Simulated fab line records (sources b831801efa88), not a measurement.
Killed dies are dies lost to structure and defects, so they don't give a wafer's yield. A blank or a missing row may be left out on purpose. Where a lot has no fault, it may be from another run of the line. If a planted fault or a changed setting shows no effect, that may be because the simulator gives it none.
8D (eight disciplines) problem report, filled in by code | flow gf180mcu | the parts of the form that need people (team, actions taken, sign-off) are left out

## 1. THE PROBLEM
primeTempC at GF_M5_HMDS_01 reads a mean of 122.39 C on 6 wafers of 2 lots; wafers without a fault read 120.00 C with a standard deviation of 0.14. Relative to the usual mean, that is a shift of +17 standard deviations.
The step: prime time 60 s.
Seen first at day 28 22:41 on lithoTrack-01, wafer L688.1. The record holds 36 wafers of 12 lots with a number at this step. Rule for "out", or "out of limits": more than 4 standard deviations from the usual mean. The other wafers with a number count as sound.

## 2. WHAT THIS IS AND IS NOT
question                    | is                     | is not
which readings at this step | primeTempC             | -
which lots                  | L688, L689             | L679, L680, L686, L691, L693, L695, L697, L700, L701, L702
which wafers of those lots  | all that have a number | -
read on which tools         | lithoTrack-01          | lithoTrack-03, lithoTrack-04
when                        | from day 28 22:41      | up to then (9 sound wafers); but 21 sound wafers of L691, L693, L695, L697, L700, L701, L702 came after

## 3. SUSPECTS, AND WHAT RULES EACH OUT
Counting: a tool at any process step up to the reading remains a suspect when it ran all the lots that are out and ran no sound lot after the first of those.
- lithoTrack-01 at GF_M5_HMDS_01 (prime time 60 s): ruled out as a lasting fault. Sound lots L701 ran on it after its first lot that is out, L688 (day 28 22:41).
Left after counting: nothing in the record.

## 4. THE CAUSE (what the simulator had put in)
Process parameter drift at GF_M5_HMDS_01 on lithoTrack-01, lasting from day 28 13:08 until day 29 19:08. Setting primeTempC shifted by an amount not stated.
Counting ruled it out, wrongly.

## 5. SEQUENCE OF EFFECTS, ordered by route
Each row: a reading where the mean over the struck wafers with a number is more than 3 standard deviations away from the usual. Only readings for which the record gives a usual standard deviation are gone through. hours: the time from each lot's start at the first step in this table that gives one to its start at this step, as a median over the lots. sigmas: the change in usual standard deviations.
hours | step          | reading    | usual    | on struck wafers | change | sigmas
0     | GF_M5_HMDS_01 | primeTempC | 120.00 C | 122.39           | +2.39  | +17
Here are the process steps it includes:
- GF_M5_HMDS_01: prime time 60 s.

## 6. HOW IT WOULD HAVE BEEN CAUGHT EARLIER
In this record no reading fell out of limits until day 28 22:41, 10 hours after the fault had begun at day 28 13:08.
